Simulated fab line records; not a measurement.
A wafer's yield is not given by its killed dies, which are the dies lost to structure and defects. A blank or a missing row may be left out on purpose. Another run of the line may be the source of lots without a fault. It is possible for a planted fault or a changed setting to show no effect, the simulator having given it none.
8D (eight disciplines) problem report, filled in by code + flow sky130 + the parts of the form that need people (team, actions taken, sign-off) are left out

## 1. THE ISSUE
run length s at SKY_SD_N_CLEAN_13 reads a mean of 78 s on 9 wafers of 3 lots; wafers without a fault read 178 s with a standard deviation of 3.8. Relative to the usual mean, that is a shift of -26 standard deviations.
The step: cleans in SC1/SC2, time 150 s.
The first sign was on wafer L766.2 at day 34 09:08, on wet bench-01. The record has a number at this step for 21 wafers belonging to 7 lots. By rule, "out" or "out of limits" means more than 4 standard deviations away from the usual mean. The other wafers with a number count as sound.

## 2. WHAT IT IS, AND WHAT IT ISN'T
| question                    | is                     | is not                                                                   |
|-----------------------------|------------------------|--------------------------------------------------------------------------|
| which readings at this step | run length s           | -                                                                        |
| which lots                  | L766, L767, L768       | L749, L754, L769, L770                                                   |
| which wafers of those lots  | all that have a number | -                                                                        |
| read on which tools         | wet bench-01           | wet bench-02                                                             |
| when                        | from day 34 09:08      | up to then (6 sound wafers); but 6 sound wafers of L769, L770 came after |

## 3. THE SUSPECTS, EACH WITH WHAT RULES IT OUT
Counting: a tool at a process step up to the reading stays a suspect if it ran every lot that is out and no sound lot after the first of them.
- plasma asher-01 at SKY_SD_N_STRIP_11 (strips in O2/N2): ruled out as a lasting fault. Following L766 (day 34 08:59), the first lot on it that is out, the sound lots L769 were run on it.
- wet bench-01 at SKY_SD_N_CLEAN_13 (cleans in SC1/SC2, time 150 s): kept. It ran every lot that is out, first L766 (day 34 09:08), and no sound lot after that; its last sound lot up to then is L754 (day 31 01:27). On those wafers its own readings are out: run length s.
After counting, what remains is wet bench-01 at SKY_SD_N_CLEAN_13.

## 4. THE CAUSE (what the simulator had put in)
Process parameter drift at SKY_SD_N_CLEAN_13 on wet bench-01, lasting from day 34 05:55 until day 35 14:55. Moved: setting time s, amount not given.
Only this tool survived the counting.

## 5. THE CHAIN OF EFFECTS, in route order
Each row: a reading where the mean over the struck wafers with a number is more than 3 standard deviations away from the usual. Readings are gone through only where the record gives a usual standard deviation; hours: the median, over the lots, of the time from a lot's start at the first step in this table giving one to that lot's start at this step; sigmas: the change measured in usual standard deviations.
| hours | step              | reading      | usual | on struck wafers | change | sigmas |
|-------|-------------------|--------------|-------|------------------|--------|--------|
| 0     | SKY_SD_N_CLEAN_13 | run length s | 178 s | 78               | -100   | -26    |
It contains these process steps:
- SKY_SD_N_CLEAN_13: cleans in SC1/SC2, time 150 s.

## 6. HOW IT WOULD HAVE BEEN CAUGHT EARLIER
In this record the first reading out of limits was taken at day 34 09:08, 3 hours after the fault began at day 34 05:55.
